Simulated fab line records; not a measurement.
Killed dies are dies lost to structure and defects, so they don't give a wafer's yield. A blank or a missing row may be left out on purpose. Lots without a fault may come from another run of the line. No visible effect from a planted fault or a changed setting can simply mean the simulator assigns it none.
fab line records || flow sky130
record {"lots": 6, "wafers": 18, "last-day": 50}
route steps=708 shown POLY_GATE@235 LDD_N@237 PAD_OPEN@708
lots that met no fault: taken from a fault-free run of the same line
start-h: hours from the record's first day to the start of the lot's first wafer shown || wait-h: hours since the lot's step before || " as in the row above || L1.1+2: several wafers, shown together as one row || - no value, or no start was given || * or withheld: withheld || < > ~ a bound
route shown NAME@n: NAME is a module with steps in the file, n the number in the route of the first one || usual: mean and standard deviation over wafers with no fault || same: alike in all rows || chamber/n: place in a boat || sites: readings site by site || _std_site: the values' standard deviation || _edge_site: inner sites' mean taken away from outer sites' mean || radius-mm: how far each site lies from the wafer's centre || mask NAME#n: copy n || behind: the last tool/chamber to shape the wafer || hold: what put the lot on hold/how long, in hours/how the hold closed || device: transistor that didn't switch, given as n, p or np || end of line: at the end of the route, the tests of the same wafers || where a step has no rows: the recipe by itself || killed: dies that structure and defects cost at the first sort, which is not the same as the wafer's yield || map: a wafer's dies, x killed, . not, _ none there
set.NAME: the setting the step ran with; set.NAME@STEP: the setting that earlier step ran with || model.NAME: the simulator's own value behind a step, which no gauge read
lots at selected steps of the route; one table per step, one row per wafer
services: the hour from which a tool's chamber was out of use, counted from the record's first day as start-h (under 0 if before that day), plus the number of hours and why
## steps
# step SKY_POLY_GATE_THK_MEAS_21
# recipe {"reads": "SiO2_of_POLY_GATE_OXIDATION_20"}
# usual {"POLY_GATE_OXIDATION_THK": "4.03/0.1"}
{"lot.wafer": "L592.2", "tool": "film-metro-04", "chamber": "-", "start-h": 395.07, "wait-h": 0.0, "POLY_GATE_OXIDATION_THK[nm]": 4.07}
{"lot.wafer": "L592.4", "tool": "film-metro-04", "chamber": "-", "start-h": 395.07, "wait-h": 0.0, "POLY_GATE_OXIDATION_THK[nm]": 4.13}
{"lot.wafer": "L592.5", "tool": "film-metro-04", "chamber": "-", "start-h": 395.07, "wait-h": 0.0, "POLY_GATE_OXIDATION_THK[nm]": 4.16}
{"lot.wafer": "L594.1", "tool": "film-metro-01", "chamber": "-", "start-h": 410.43, "wait-h": 0.0, "POLY_GATE_OXIDATION_THK[nm]": 3.84}
{"lot.wafer": "L594.2", "tool": "film-metro-01", "chamber": "-", "start-h": 410.43, "wait-h": 0.0, "POLY_GATE_OXIDATION_THK[nm]": 3.78}
{"lot.wafer": "L594.5", "tool": "film-metro-01", "chamber": "-", "start-h": 410.43, "wait-h": 0.0, "POLY_GATE_OXIDATION_THK[nm]": 3.92}
{"lot.wafer": "L599.1", "tool": "film-metro-04", "chamber": "-", "start-h": 449.78, "wait-h": 0.0, "POLY_GATE_OXIDATION_THK[nm]": 3.95}
{"lot.wafer": "L599.3", "tool": "film-metro-04", "chamber": "-", "start-h": 449.78, "wait-h": 0.0, "POLY_GATE_OXIDATION_THK[nm]": 4.02}
{"lot.wafer": "L599.4", "tool": "film-metro-04", "chamber": "-", "start-h": 449.78, "wait-h": 0.0, "POLY_GATE_OXIDATION_THK[nm]": 4.06}
{"lot.wafer": "L600.1", "tool": "film-metro-04", "chamber": "-", "start-h": 472.44, "wait-h": 0.0, "POLY_GATE_OXIDATION_THK[nm]": 3.98}
{"lot.wafer": "L600.2", "tool": "film-metro-04", "chamber": "-", "start-h": 472.44, "wait-h": 0.0, "POLY_GATE_OXIDATION_THK[nm]": 3.99}
{"lot.wafer": "L600.6", "tool": "film-metro-04", "chamber": "-", "start-h": 472.44, "wait-h": 0.0, "POLY_GATE_OXIDATION_THK[nm]": 3.99}
{"lot.wafer": "L609.3", "tool": "film-metro-02", "chamber": "-", "start-h": 536.95, "wait-h": 0.0, "POLY_GATE_OXIDATION_THK[nm]": 4.16}
{"lot.wafer": "L609.5", "tool": "film-metro-02", "chamber": "-", "start-h": 536.95, "wait-h": 0.0, "POLY_GATE_OXIDATION_THK[nm]": 4.16}
{"lot.wafer": "L609.6", "tool": "film-metro-02", "chamber": "-", "start-h": 536.95, "wait-h": 0.0, "POLY_GATE_OXIDATION_THK[nm]": 4.11}
{"lot.wafer": "L613.2", "tool": "film-metro-01", "chamber": "-", "start-h": 567.83, "wait-h": 0.0, "POLY_GATE_OXIDATION_THK[nm]": 4.00}
{"lot.wafer": "L613.4", "tool": "film-metro-01", "chamber": "-", "start-h": 567.83, "wait-h": 0.0, "POLY_GATE_OXIDATION_THK[nm]": 4.01}
{"lot.wafer": "L613.5", "tool": "film-metro-01", "chamber": "-", "start-h": 567.83, "wait-h": 0.0, "POLY_GATE_OXIDATION_THK[nm]": 4.04}
# step SKY_POLY_GATE_CD_MEAS_22
# usual {"cd-nm": "149.6/2"}
{"lot.wafer": "L592.2", "tool": "cd-sem-02", "chamber": "-", "start-h": 395.15, "wait-h": 0.1, "cd-nm": 148.5}
{"lot.wafer": "L592.4", "tool": "cd-sem-02", "chamber": "-", "start-h": 395.15, "wait-h": 0.1, "cd-nm": 153.1}
{"lot.wafer": "L592.5", "tool": "cd-sem-02", "chamber": "-", "start-h": 395.15, "wait-h": 0.1, "cd-nm": 152.7}
{"lot.wafer": "L594.1", "tool": "cd-sem-02", "chamber": "-", "start-h": 410.49, "wait-h": 0.1, "cd-nm": 152.1}
{"lot.wafer": "L594.2", "tool": "cd-sem-02", "chamber": "-", "start-h": 410.49, "wait-h": 0.1, "cd-nm": 150.3}
{"lot.wafer": "L594.5", "tool": "cd-sem-02", "chamber": "-", "start-h": 410.49, "wait-h": 0.1, "cd-nm": 149.9}
{"lot.wafer": "L599.1", "tool": "cd-sem-01", "chamber": "-", "start-h": 449.84, "wait-h": 0.1, "cd-nm": 149.1}
{"lot.wafer": "L599.3", "tool": "cd-sem-01", "chamber": "-", "start-h": 449.84, "wait-h": 0.1, "cd-nm": 149.5}
{"lot.wafer": "L599.4", "tool": "cd-sem-01", "chamber": "-", "start-h": 449.84, "wait-h": 0.1, "cd-nm": 151.2}
{"lot.wafer": "L600.1", "tool": "cd-sem-02", "chamber": "-", "start-h": 472.50, "wait-h": 0.1, "cd-nm": 148.2}
{"lot.wafer": "L600.2", "tool": "cd-sem-02", "chamber": "-", "start-h": 472.50, "wait-h": 0.1, "cd-nm": 148.3}
{"lot.wafer": "L600.6", "tool": "cd-sem-02", "chamber": "-", "start-h": 472.50, "wait-h": 0.1, "cd-nm": 149.4}
{"lot.wafer": "L609.3", "tool": "cd-sem-02", "chamber": "-", "start-h": 537.05, "wait-h": 0.1, "cd-nm": 147.1}
{"lot.wafer": "L609.5", "tool": "cd-sem-02", "chamber": "-", "start-h": 537.05, "wait-h": 0.1, "cd-nm": 148.5}
{"lot.wafer": "L609.6", "tool": "cd-sem-02", "chamber": "-", "start-h": 537.05, "wait-h": 0.1, "cd-nm": 148.9}
{"lot.wafer": "L613.2", "tool": "cd-sem-02", "chamber": "-", "start-h": 567.91, "wait-h": 0.1, "cd-nm": 147.7}
{"lot.wafer": "L613.4", "tool": "cd-sem-02", "chamber": "-", "start-h": 567.91, "wait-h": 0.1, "cd-nm": 148.1}
{"lot.wafer": "L613.5", "tool": "cd-sem-02", "chamber": "-", "start-h": 567.91, "wait-h": 0.1, "cd-nm": 150.1}
# step SKY_LDD_N_DEHYDRATE_00
# recipe {"temp-c": 200, "time-s": 60}
# step SKY_LDD_N_HMDS_01
# recipe {"prime-time-s": 60, "prime-temp-c": 120}
# step SKY_LDD_N_COAT_02
# recipe {"resist": "NOVOLAK", "spin-rpm": 3000, "resist-thk-nm": 300}
# step SKY_LDD_N_SOFTBAKE_03
# recipe {"temp-c": 90, "time-s": 60, "resist": "NOVOLAK"}
# step SKY_LDD_N_EXPOSE_04
# recipe {"mask-id": "NTM", "target-cd-nm": 840, "na": 0.6, "source-shape": "conventional", "sigma-outer": 0.6, "dose-mj": 110}
# step SKY_LDD_N_PEB_05
# recipe {"temp-c": "withheld", "time-s": "*", "resist": "NOVOLAK"}
# step SKY_LDD_N_DEVELOP_06
# recipe {"develop-time-s": 60, "dev-temp-c": 23}
# step SKY_LDD_N_OVL_MEAS_07
# usual {"LDD_N_OVL": "-1.1/1.4"}
{"lot.wafer": "L592.2", "tool": "overlay-01", "chamber": "-", "start-h": 424.69, "wait-h": 0.1, "LDD_N_OVL[nm]": -2.0}
{"lot.wafer": "L592.4", "tool": "overlay-01", "chamber": "-", "start-h": 424.69, "wait-h": 0.1, "LDD_N_OVL[nm]": 1.0}
{"lot.wafer": "L592.5", "tool": "overlay-01", "chamber": "-", "start-h": 424.69, "wait-h": 0.1, "LDD_N_OVL[nm]": -1.7}
{"lot.wafer": "L594.1", "tool": "overlay-02", "chamber": "-", "start-h": 440.10, "wait-h": 0.1, "LDD_N_OVL[nm]": 0.0}
{"lot.wafer": "L594.2", "tool": "overlay-02", "chamber": "-", "start-h": 440.10, "wait-h": 0.1, "LDD_N_OVL[nm]": -0.9}
{"lot.wafer": "L594.5", "tool": "overlay-02", "chamber": "-", "start-h": 440.10, "wait-h": 0.1, "LDD_N_OVL[nm]": 0.6}
{"lot.wafer": "L599.1", "tool": "overlay-01", "chamber": "-", "start-h": 479.79, "wait-h": 0.1, "LDD_N_OVL[nm]": -2.4}
{"lot.wafer": "L599.3", "tool": "overlay-01", "chamber": "-", "start-h": 479.79, "wait-h": 0.1, "LDD_N_OVL[nm]": -2.8}
{"lot.wafer": "L599.4", "tool": "overlay-01", "chamber": "-", "start-h": 479.79, "wait-h": 0.1, "LDD_N_OVL[nm]": -2.7}
{"lot.wafer": "L600.1", "tool": "overlay-02", "chamber": "-", "start-h": 503.04, "wait-h": 0.1, "LDD_N_OVL[nm]": 0.1}
{"lot.wafer": "L600.2", "tool": "overlay-02", "chamber": "-", "start-h": 503.04, "wait-h": 0.1, "LDD_N_OVL[nm]": -0.3}
{"lot.wafer": "L600.6", "tool": "overlay-02", "chamber": "-", "start-h": 503.04, "wait-h": 0.1, "LDD_N_OVL[nm]": 0.3}
{"lot.wafer": "L609.3", "tool": "overlay-02", "chamber": "-", "start-h": 566.83, "wait-h": 0.1, "LDD_N_OVL[nm]": -2.1}
{"lot.wafer": "L609.5", "tool": "overlay-02", "chamber": "-", "start-h": 566.83, "wait-h": 0.1, "LDD_N_OVL[nm]": -1.6}
{"lot.wafer": "L609.6", "tool": "overlay-02", "chamber": "-", "start-h": 566.83, "wait-h": 0.1, "LDD_N_OVL[nm]": -2.5}
{"lot.wafer": "L613.2", "tool": "overlay-01", "chamber": "-", "start-h": 597.44, "wait-h": 0.1, "LDD_N_OVL[nm]": -3.3}
{"lot.wafer": "L613.4", "tool": "overlay-01", "chamber": "-", "start-h": 597.44, "wait-h": 0.1, "LDD_N_OVL[nm]": -1.2}
{"lot.wafer": "L613.5", "tool": "overlay-01", "chamber": "-", "start-h": 597.44, "wait-h": 0.1, "LDD_N_OVL[nm]": -1.8}
# step SKY_LDD_N_IMPLANT_08
# recipe {"species": "As", "energy-kev": 20, "dose-cm2": 7.5e+13, "tilt-deg": "withheld", "rotation-deg": 23}
# step SKY_LDD_N_IMPLANT_09
# recipe {"species": "As", "energy-kev": 20, "dose-cm2": 7.5e+13, "tilt-deg": "withheld", "rotation-deg": 113}
# step SKY_LDD_N_IMPLANT_10
# recipe {"species": "As", "energy-kev": 20, "dose-cm2": 7.5e+13, "tilt-deg": "withheld", "rotation-deg": 203}
# usual {"beam-energy-keV": "20.000/0.006"}
{"lot.wafer": "L592.2", "tool": "implanter-03", "chamber": 0, "start-h": 425.05, "wait-h": 0.1, "beam-energy-keV": 20.000, "model.implant.rp-nm": 15.93, "model.implant.drp-nm": 7.212}
{"lot.wafer": "L592.4", "tool": "implanter-03", "chamber": 0, "start-h": 425.05, "wait-h": 0.1, "beam-energy-keV": 20.001, "model.implant.rp-nm": 15.93, "model.implant.drp-nm": 7.212}
{"lot.wafer": "L592.5", "tool": "implanter-03", "chamber": 0, "start-h": 425.05, "wait-h": 0.1, "beam-energy-keV": 19.990, "model.implant.rp-nm": 15.93, "model.implant.drp-nm": 7.212}
{"lot.wafer": "L594.1", "tool": "implanter-02", "chamber": 0, "start-h": 440.44, "wait-h": 0.1, "beam-energy-keV": 19.992, "model.implant.rp-nm": 16.24, "model.implant.drp-nm": 7.212}
{"lot.wafer": "L594.2", "tool": "implanter-02", "chamber": 0, "start-h": 440.44, "wait-h": 0.1, "beam-energy-keV": 20.005, "model.implant.rp-nm": 16.24, "model.implant.drp-nm": 7.212}
{"lot.wafer": "L594.5", "tool": "implanter-02", "chamber": 0, "start-h": 440.44, "wait-h": 0.1, "beam-energy-keV": 19.992, "model.implant.rp-nm": 16.24, "model.implant.drp-nm": 7.212}
{"lot.wafer": "L599.1", "tool": "implanter-03", "chamber": 0, "start-h": 480.12, "wait-h": 0.1, "beam-energy-keV": 18.503, "model.implant.rp-nm": 14.81, "model.implant.drp-nm": 6.836}
{"lot.wafer": "L599.3", "tool": "implanter-03", "chamber": 0, "start-h": 480.12, "wait-h": 0.1, "beam-energy-keV": 18.498, "model.implant.rp-nm": 14.81, "model.implant.drp-nm": 6.836}
{"lot.wafer": "L599.4", "tool": "implanter-03", "chamber": 0, "start-h": 480.12, "wait-h": 0.1, "beam-energy-keV": 18.500, "model.implant.rp-nm": 14.81, "model.implant.drp-nm": 6.836}
{"lot.wafer": "L600.1", "tool": "implanter-03", "chamber": 0, "start-h": 503.37, "wait-h": 0.1, "beam-energy-keV": 18.498, "model.implant.rp-nm": 15.3, "model.implant.drp-nm": 6.836}
{"lot.wafer": "L600.2", "tool": "implanter-03", "chamber": 0, "start-h": 503.37, "wait-h": 0.1, "beam-energy-keV": 18.500, "model.implant.rp-nm": 15.3, "model.implant.drp-nm": 6.836}
{"lot.wafer": "L600.6", "tool": "implanter-03", "chamber": 0, "start-h": 503.37, "wait-h": 0.1, "beam-energy-keV": 18.494, "model.implant.rp-nm": 15.3, "model.implant.drp-nm": 6.836}
{"lot.wafer": "L609.3", "tool": "implanter-02", "chamber": 0, "start-h": 567.20, "wait-h": 0.1, "beam-energy-keV": 20.000, "model.implant.rp-nm": 16.12, "model.implant.drp-nm": 7.212}
{"lot.wafer": "L609.5", "tool": "implanter-02", "chamber": 0, "start-h": 567.20, "wait-h": 0.1, "beam-energy-keV": 20.000, "model.implant.rp-nm": 16.12, "model.implant.drp-nm": 7.212}
{"lot.wafer": "L609.6", "tool": "implanter-02", "chamber": 0, "start-h": 567.20, "wait-h": 0.1, "beam-energy-keV": 19.997, "model.implant.rp-nm": 16.12, "model.implant.drp-nm": 7.212}
{"lot.wafer": "L613.2", "tool": "implanter-01", "chamber": 0, "start-h": 597.80, "wait-h": 0.1, "beam-energy-keV": 20.009, "model.implant.rp-nm": 15.98, "model.implant.drp-nm": 7.212}
{"lot.wafer": "L613.4", "tool": "implanter-01", "chamber": 0, "start-h": 597.80, "wait-h": 0.1, "beam-energy-keV": 19.996, "model.implant.rp-nm": 15.98, "model.implant.drp-nm": 7.212}
{"lot.wafer": "L613.5", "tool": "implanter-01", "chamber": 0, "start-h": 597.80, "wait-h": 0.1, "beam-energy-keV": 20.001, "model.implant.rp-nm": 15.98, "model.implant.drp-nm": 7.212}
# step SKY_LDD_N_IMPLANT_11
# recipe {"species": "As", "energy-kev": 20, "dose-cm2": 7.5e+13, "tilt-deg": "withheld", "rotation-deg": 293}
# step SKY_PAD_OPEN_PROBE_99
# usual {"killed_at_M0_to_M3": "45/7.1", "killed_at_M4_up": "3.0/1.8", "killed-at-contacts": "24/5.4", "killed-at-front-end": "16/4.9", "killed-at-other": "0.3/0.63", "killed-dies": "88/11", "killed-on-rim": "17/3.4", "killed-open": "47/7.4", "killed-short": "40/7"}
# same {"gross-dies": 492, "killed-at-back-side": 0}
{"lot.wafer": "L592.2", "tool": "prober-01", "chamber": "-", "start-h": 1089.73, "wait-h": 0.1, "killed_at_M0_to_M3": 55, "killed_at_M4_up": 2, "killed-at-contacts": 33, "killed-at-front-end": 12, "killed-at-other": 0, "killed-dies": 102, "killed-on-rim": 13, "killed-open": 54, "killed-short": 48}
{"lot.wafer": "L592.4", "tool": "prober-01", "chamber": "-", "start-h": 1089.83, "wait-h": 0.2, "killed_at_M0_to_M3": 43, "killed_at_M4_up": 3, "killed-at-contacts": 24, "killed-at-front-end": 11, "killed-at-other": 0, "killed-dies": 81, "killed-on-rim": 14, "killed-open": 47, "killed-short": 33}
{"lot.wafer": "L592.5", "tool": "prober-01", "chamber": "-", "start-h": 1089.88, "wait-h": 0.2, "killed_at_M0_to_M3": 49, "killed_at_M4_up": 1, "killed-at-contacts": 28, "killed-at-front-end": 11, "killed-at-other": 0, "killed-dies": 89, "killed-on-rim": 11, "killed-open": 40, "killed-short": 48}
{"lot.wafer": "L594.1", "tool": "prober-01", "chamber": "-", "start-h": 1100.90, "wait-h": 0.1, "killed_at_M0_to_M3": 59, "killed_at_M4_up": 1, "killed-at-contacts": 33, "killed-at-front-end": 20, "killed-at-other": 0, "killed-dies": 113, "killed-on-rim": 17, "killed-open": 58, "killed-short": 55}
{"lot.wafer": "L594.2", "tool": "prober-01", "chamber": "-", "start-h": 1100.95, "wait-h": 0.1, "killed_at_M0_to_M3": 46, "killed_at_M4_up": 4, "killed-at-contacts": 29, "killed-at-front-end": 23, "killed-at-other": 0, "killed-dies": 102, "killed-on-rim": 20, "killed-open": 49, "killed-short": 52}
{"lot.wafer": "L594.5", "tool": "prober-01", "chamber": "-", "start-h": 1101.10, "wait-h": 0.2, "killed_at_M0_to_M3": 38, "killed_at_M4_up": 2, "killed-at-contacts": 26, "killed-at-front-end": 27, "killed-at-other": 1, "killed-dies": 94, "killed-on-rim": 15, "killed-open": 46, "killed-short": 47}
{"lot.wafer": "L599.1", "tool": "prober-02", "chamber": "-", "start-h": 1129.08, "wait-h": 0.1, "killed_at_M0_to_M3": 32, "killed_at_M4_up": 6, "killed-at-contacts": 25, "killed-at-front-end": 11, "killed-at-other": 0, "killed-dies": 74, "killed-on-rim": 13, "killed-open": 43, "killed-short": 31}
{"lot.wafer": "L599.3", "tool": "prober-02", "chamber": "-", "start-h": 1129.18, "wait-h": 0.2, "killed_at_M0_to_M3": 41, "killed_at_M4_up": 2, "killed-at-contacts": 22, "killed-at-front-end": 11, "killed-at-other": 0, "killed-dies": 76, "killed-on-rim": 14, "killed-open": 41, "killed-short": 35}
{"lot.wafer": "L599.4", "tool": "prober-02", "chamber": "-", "start-h": 1129.23, "wait-h": 0.2, "killed_at_M0_to_M3": 46, "killed_at_M4_up": 6, "killed-at-contacts": 27, "killed-at-front-end": 11, "killed-at-other": 0, "killed-dies": 90, "killed-on-rim": 24, "killed-open": 46, "killed-short": 44}
{"lot.wafer": "L600.1", "tool": "prober-01", "chamber": "-", "start-h": 1140.02, "wait-h": 0.1, "killed_at_M0_to_M3": 53, "killed_at_M4_up": 4, "killed-at-contacts": 40, "killed-at-front-end": 13, "killed-at-other": 1, "killed-dies": 111, "killed-on-rim": 23, "killed-open": 60, "killed-short": 51}
{"lot.wafer": "L600.2", "tool": "prober-01", "chamber": "-", "start-h": 1140.07, "wait-h": 0.1, "killed_at_M0_to_M3": 49, "killed_at_M4_up": 0, "killed-at-contacts": 22, "killed-at-front-end": 29, "killed-at-other": 0, "killed-dies": 100, "killed-on-rim": 23, "killed-open": 55, "killed-short": 45}
{"lot.wafer": "L600.6", "tool": "prober-01", "chamber": "-", "start-h": 1140.27, "wait-h": 0.2, "killed_at_M0_to_M3": 49, "killed_at_M4_up": 3, "killed-at-contacts": 20, "killed-at-front-end": 17, "killed-at-other": 0, "killed-dies": 89, "killed-on-rim": 15, "killed-open": 56, "killed-short": 33}
# killed by level:class
L592.2 CONTACT:geometric-particle:open=12 VIA1:geometric-particle:open=12 VIA2:geometric-particle:open=10 METAL1:geometric-particle:short=7 CONTACT:geometric-particle:short=6 VIA3:geometric-particle:open=6 LI_CONTACT:geometric-particle:open=5 LOCAL_INTERCONNECT:geometric-particle:short=5
L592.4 VIA1:geometric-particle:open=16 CONTACT:geometric-particle:open=9 LI_CONTACT:geometric-particle:open=5 VIA1:geometric-particle:short=5 METAL2:geometric-particle:short=5 VIA3:geometric-particle:open=5 POLY_GATE:geometric-particle:open=3 LOCAL_INTERCONNECT:geometric-particle:short=3
L592.5 VIA2:geometric-particle:open=9 METAL2:geometric-particle:short=9 VIA3:geometric-particle:open=8 LOCAL_INTERCONNECT:geometric-particle:short=7 CONTACT:geometric-particle:open=7 CONTACT:geometric-particle:short=7 VIA1:geometric-particle:open=6 METAL1:geometric-particle:short=5
L594.1 VIA1:geometric-particle:open=12 LI_CONTACT:geometric-particle:open=11 CONTACT:geometric-particle:open=11 VIA1:geometric-particle:short=9 METAL2:geometric-particle:short=9 VIA2:geometric-particle:open=8 CONTACT:geometric-particle:short=7 FIELD_ISO:geometric-particle:open=5
L594.2 CONTACT:geometric-particle:open=13 METAL1:geometric-particle:short=7 VIA1:geometric-particle:open=7 FIELD_ISO:geometric-particle:open=6 LOCAL_INTERCONNECT:geometric-particle:short=6 VIA1:geometric-particle:short=6 VIA3:geometric-particle:open=6 POLY_GATE:geometric-particle:short=5
L594.5 FIELD_ISO:geometric-particle:short=9 CONTACT:geometric-particle:open=8 LI_CONTACT:geometric-particle:open=7 VIA1:geometric-particle:open=7 FIELD_ISO:geometric-particle:open=6 VIA1:geometric-particle:short=6 POLY_GATE:geometric-particle:open=5 VIA3:geometric-particle:open=5
L599.1 CONTACT:geometric-particle:open=11 VIA1:geometric-particle:open=9 LI_CONTACT:geometric-particle:open=5 CONTACT:geometric-particle:short=5 VIA2:geometric-particle:open=5 POLY_GATE:geometric-particle:short=4 FIELD_ISO:geometric-particle:open=3 VIA1:geometric-particle:short=3
L599.3 VIA1:geometric-particle:open=9 CONTACT:geometric-particle:open=8 VIA3:geometric-particle:open=8 CONTACT:geometric-particle:short=6 METAL1:geometric-particle:short=5 LI_CONTACT:geometric-particle:open=4 METAL2:geometric-particle:short=4 VIA3:geometric-particle:short=4
L599.4 VIA1:geometric-particle:open=10 LOCAL_INTERCONNECT:geometric-particle:short=8 METAL1:geometric-particle:short=7 VIA3:geometric-particle:open=7 CONTACT:geometric-particle:short=6 CONTACT:geometric-particle:open=6 VIA2:geometric-particle:open=6 POLY_GATE:geometric-particle:short=5
L600.1 CONTACT:geometric-particle:open=16 VIA1:geometric-particle:open=15 CONTACT:geometric-particle:short=8 VIA3:geometric-particle:open=8 LOCAL_INTERCONNECT:geometric-particle:short=7 METAL2:geometric-particle:short=6 VIA2:geometric-particle:open=6 METAL3:geometric-particle:short=6
L600.2 VIA1:geometric-particle:open=16 FIELD_ISO:geometric-particle:short=12 VIA3:geometric-particle:open=7 LI_CONTACT:geometric-particle:open=7 CONTACT:geometric-particle:open=7 FIELD_ISO:geometric-particle:open=6 POLY_GATE:geometric-particle:short=6 METAL1:geometric-particle:short=5
L600.6 VIA1:geometric-particle:open=16 CONTACT:geometric-particle:open=11 VIA3:geometric-particle:open=9 FIELD_ISO:geometric-particle:short=6 VIA2:geometric-particle:open=6 VIA1:geometric-particle:short=5 METAL2:geometric-particle:short=4 CONTACT:geometric-particle:short=3
## services
{"tool": "implanter-03", "chamber": "-", "start-h": 420.10, "hours": 2.9, "kind": "pm"}
{"tool": "implanter-02", "chamber": "-", "start-h": 427.20, "hours": 3.2, "kind": "pm"}
{"tool": "implanter-03", "chamber": "-", "start-h": 443.89, "hours": 3.8, "kind": "pm"}
{"tool": "implanter-03", "chamber": "-", "start-h": 504.68, "hours": 2.5, "kind": "repair"}
{"tool": "implanter-02", "chamber": "-", "start-h": 509.51, "hours": 17.8, "kind": "repair"}
{"tool": "implanter-02", "chamber": "-", "start-h": 521.02, "hours": 0.5, "kind": "repair"}
{"tool": "implanter-02", "chamber": "-", "start-h": 570.46, "hours": 9.5, "kind": "repair"}
{"tool": "implanter-02", "chamber": "-", "start-h": 584.73, "hours": 2.3, "kind": "repair"}
{"tool": "implanter-02", "chamber": "-", "start-h": 586.08, "hours": 1.6, "kind": "repair"}
## key
first-sign {"step": "SKY_LDD_N_IMPLANT_10", "reading": "beam-energy-keV", "direction": "down", "sigmas": "99+", "usual": "*", "struck": "*"}
effect none on later readings
model-effect {"step": "SKY_LDD_N_IMPLANT_10", "value": "implant.rp-nm", "without": 15.92, "struck": 15.05}
met-at SKY_LDD_N_IMPLANT_10
struck-wafers L599.1,L599.3,L599.4,L600.1,L600.2,L600.6
tester-left-out L599,L600
onset-between 425.05 480.12
fault {"kind": "process-parameter-drift", "tool": "implanter-03", "chamber": "-", "onset-h": 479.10, "steps": "SKY_LDD_N_IMPLANT_10", "channel": "energy-kev", "offset": "*", "shape": "step", "end-h": 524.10, "acts-in": "*", "stated": "*"}
# tester-left-out: of these lots the tester's yield and bins aren't shown, on N5 and GAA mostly nor the transistor test; their killed dies are dies lost to structure and defects alone, not to doping, threshold or leakage, so they don't give the yield
